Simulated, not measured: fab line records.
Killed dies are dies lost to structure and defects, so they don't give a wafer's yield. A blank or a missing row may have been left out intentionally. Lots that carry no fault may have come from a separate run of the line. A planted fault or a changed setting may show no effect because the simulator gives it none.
Which of the tools did it? -- flow sky130 -- 36 wafers sampled from 12 lots at 1 step of a route of 708

== WHAT THE GAUGES READ, wafer by wafer ==
SKY_VIA1_OVL_MEAS_13.
lot,measured,on,VIA1_OVL (nm)
L075,day 34 07:25,overlay-01,2 6 1
L077,day 35 19:21,overlay-02,0 11 -1
L079,day 36 11:46,overlay-02,3 -1 3
L080,day 36 20:30,overlay-01,-6 2 -1
L084,day 37 15:53,overlay-01,5 0 9
L085,day 37 22:28,overlay-02,-2 0 4
L087,day 39 00:08,overlay-01,1 10 3
L089,day 39 06:29,overlay-01,-1 -1 -5
L091,day 39 12:43,overlay-02,-2 -5 1
L093,day 40 04:08,overlay-01,10 7 -5
L095,day 40 22:15,overlay-02,2 1 -2
L097,day 41 00:52,overlay-01,1 5 4

== WHICH TOOL RAN EACH LOT (tool, then ch and the chambers of the sampled wafers, then the start) ==
The record shows no process step preceding these readings.

== THE ANSWER, worked out from the rows above alone ==
Rule: the lots themselves supply what counts as usual. Put in order of their means at a reading, lots are off if they are a third of the lots or fewer, leave a main group of 4 or more, and stand apart from it by a gap of 3 or more times the standard deviation of the main group's means; of several such gaps the widest counts. A main group whose means are all the same, to the digits that the tables above print for the reading, isn't used. A lot without any number at a reading at which 4 lots or more have one is off too. All remaining lots with rows at the step are treated as sound.
None of the lots is off at any reading shown; this tells nothing.

== WHAT THE SIMULATOR HAD PUT IN ==
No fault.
